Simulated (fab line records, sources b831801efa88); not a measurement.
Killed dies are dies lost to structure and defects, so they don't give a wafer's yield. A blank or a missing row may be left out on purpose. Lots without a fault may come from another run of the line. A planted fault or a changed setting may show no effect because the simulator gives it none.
Chamber matching | flow sfq_line | SFQ_TRILAYER_L0_CAP_PECVD_011 on pecvd-04: 3 sister chambers
The step deposits SiO2 from SiH4/N2O, time 13.333 s, target thk 60 nm. 14 wafers are shown with their chamber, then 7 later ones without.

WAFERS WITH THEIR CHAMBER
wafer  | chamber | throttle_valve_pct (%) | heater_power_w (W)
L129.1 | 0       | 22.5                   | 98
L129.5 | 0       | 22.8                   | 100
L129.6 | 1       | 23.1                   | 102
L131.3 | 1       | 23.0                   | 116
L131.5 | 2       | 23.7                   | 107
L131.6 | 0       | 22.8                   | 92
L132.1 | 2       | 23.4                   | 102
L132.2 | 0       | 22.7                   | 105
L132.5 | 0       | 22.7                   | 109
L133.1 | 1       | 23.1                   | 109
L133.2 | 0       | 22.9                   | 99
L133.6 | 1       | 23.6                   | 108
L135.1 | 1       | 23.0                   | 102
L135.4 | 1       | 23.1                   | 105

SIGNATURES (means of the wafers above)
reading            | chamber 0 | chamber 1 | chamber 2 | scatter within a chamber
throttle_valve_pct | 22.733    | 23.150    | 23.550    | 0.189
heater_power_w     | 100.50    | 107.00    | 104.50    | 5.44
Rule: a wafer's distance from a chamber is the root of the sum, over the readings, of the square of ((its reading less the chamber's mean) divided by the reading's scatter). The wafer belongs to the nearest chamber; if the next one is less than 2 further off, it can't be placed. The scatter: the root of (the sum of the squares of (reading less its chamber's mean) over the shown wafers, divided by (wafers less chambers)).

WAFERS WITHOUT THEIR CHAMBER
wafer  | throttle_valve_pct (%) | heater_power_w (W)
L135.5 | 23.6                   | 104
L136.2 | 22.7                   | 96
L136.5 | 23.9                   | 97
L136.6 | 23.1                   | 114
L149.3 | 23.8                   | 99
L149.4 | 23.9                   | 100
L149.5 | 23.4                   | 111

WHICH CHAMBER EACH WENT THROUGH
wafer  | from the rows above          | in truth
L135.5 | 2                            | 2
L136.2 | 0                            | 0
L136.5 | 2                            | 2
L136.6 | can't be placed: 1 or 2 or 0 | 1
L149.3 | 2                            | 2
L149.4 | 2                            | 2
L149.5 | can't be placed: 2 or 1      | 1
Placed correctly: 5 of 7. Can't be placed from these rows: 2 (the true chamber is among the candidates in 2). Placed wrongly: 0.
